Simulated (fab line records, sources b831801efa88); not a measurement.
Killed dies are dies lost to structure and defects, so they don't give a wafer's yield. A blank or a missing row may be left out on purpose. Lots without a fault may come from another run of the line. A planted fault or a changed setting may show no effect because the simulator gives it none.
A struck lot beside a sound one | flow sfq_line | 14 steps out of a route of 325
Sound: wafers L262.1, L262.3, L262.4. Struck: wafer L267.6. (L267.2, L267.3 of the same lot were not struck and are left out.) The cause comes at the end.
At each step with rows: each side's tool, then ch and its chambers, then its first start. Under that, the readings that differ: sound wafers | struck wafers | difference of the means | sigmas: that difference in standard deviations of wafers without a fault.
alike: readings whose means differ by less than 2 such deviations, and words and numbers that are the same on both sides. not compared: withheld readings, readings that some wafer has no value for, bounds like >300 that may hide the same value, and numbers for which the record gives no deviation and whose values overlap.
The two part at a step that has a row with sigmas, a row that says differs or no value, or rows on one side only. Numbers that don't overlap but have no deviation are shown without sigmas and don't part them. A reading that every wafer of one side lacks parts them only if that side has two wafers or more.

first, 2 steps without rows for these wafers: SFQ_TRILAYER_I2_VIA_STRIP_SOLV_CLEAN_072 (cleans in NMP, time 600 s); SFQ_TRILAYER_M3_DEP_PRE_CLEAN_074 (time 22.5 s).
SFQ_TRILAYER_M3_DEP_SPUTTER_073: material Nb, target thk 200 nm, time 133.3 s.
  sound on pvd_sputter-06, day 40 11:38; struck on pvd_sputter-06, day 42 04:23
  alike: throttle_valve_pct
SFQ_M3_RS_MEAS_919: measures by four-point-probe.
  sound on film_metro-02, day 40 11:44; struck on film_metro-01, day 42 04:30
  alike: M3_NB_RS
then, 6 steps without rows for these wafers: SFQ_TRILAYER_M3_LITHO_COAT_080 (resist thk 62 nm); SFQ_TRILAYER_M3_LITHO_COAT_075 (resist thk 600 nm); SFQ_TRILAYER_M3_LITHO_SOFTBAKE_079; SFQ_TRILAYER_M3_LITHO_EXPOSE_076 (exposes mask M3, target cd 500 nm); SFQ_TRILAYER_M3_LITHO_PEB_078 (peb time 60 s); SFQ_TRILAYER_M3_LITHO_DEVELOP_077 (time 60 s).
-- the record jumps here: 5 days lie between the struck wafers' starts before and after --
SFQ_M3_OVL_MEAS_921:
  sound on overlay-01, day 46 09:34; struck on overlay-01, day 47 15:04
  alike: M3_OVL
SFQ_TRILAYER_M3_BARC_OPEN_METAL_ETCH_100: etches BARC in O2, target depth 125 nm, time 41.7 s.
  sound on rie_metal-01 ch 0,1, day 46 09:36; struck on rie_metal-02 ch 1, day 47 15:05
  reading                                             | sound             | struck | difference | sigmas
  model.KrF_of_TRILAYER_M3_LITHO_COAT_075.thk_nm (nm) | 523.8 524.3 525.5 | 505.9  | -18.6      |
  alike: drypump_motor_current_A, oes_product_au
  not compared: rf_hours_counter_h
SFQ_TRILAYER_M3_ETCH_METAL_ETCH_078: etches Nb in Cl2/Ar, stops on SiO2, target depth 240 nm, time 120 s.
  sound on rie_metal-01 ch 0,1, day 46 09:41; struck on rie_metal-02 ch 1, day 47 15:09
  reading                                             | sound             | struck | difference | sigmas
  model.KrF_of_TRILAYER_M3_LITHO_COAT_075.thk_nm (nm) | 381.5 380.7 386.1 | 367    | -16        |
  alike: drypump_motor_current_A, oes_product_au
  not compared: rf_hours_counter_h
SFQ_TRILAYER_M3_STRIP_STRIP_079: strips in O2.
  sound on rie_metal-01 ch 0,1, day 46 09:51; struck on rie_metal-02 ch 1, day 47 15:17
  alike: drypump_motor_current_A, oes_product_au, platen_temp_c
  not compared: rf_hours_counter_h

WHERE THEY PART
Nowhere in this record.

WHY: what the simulator had put in
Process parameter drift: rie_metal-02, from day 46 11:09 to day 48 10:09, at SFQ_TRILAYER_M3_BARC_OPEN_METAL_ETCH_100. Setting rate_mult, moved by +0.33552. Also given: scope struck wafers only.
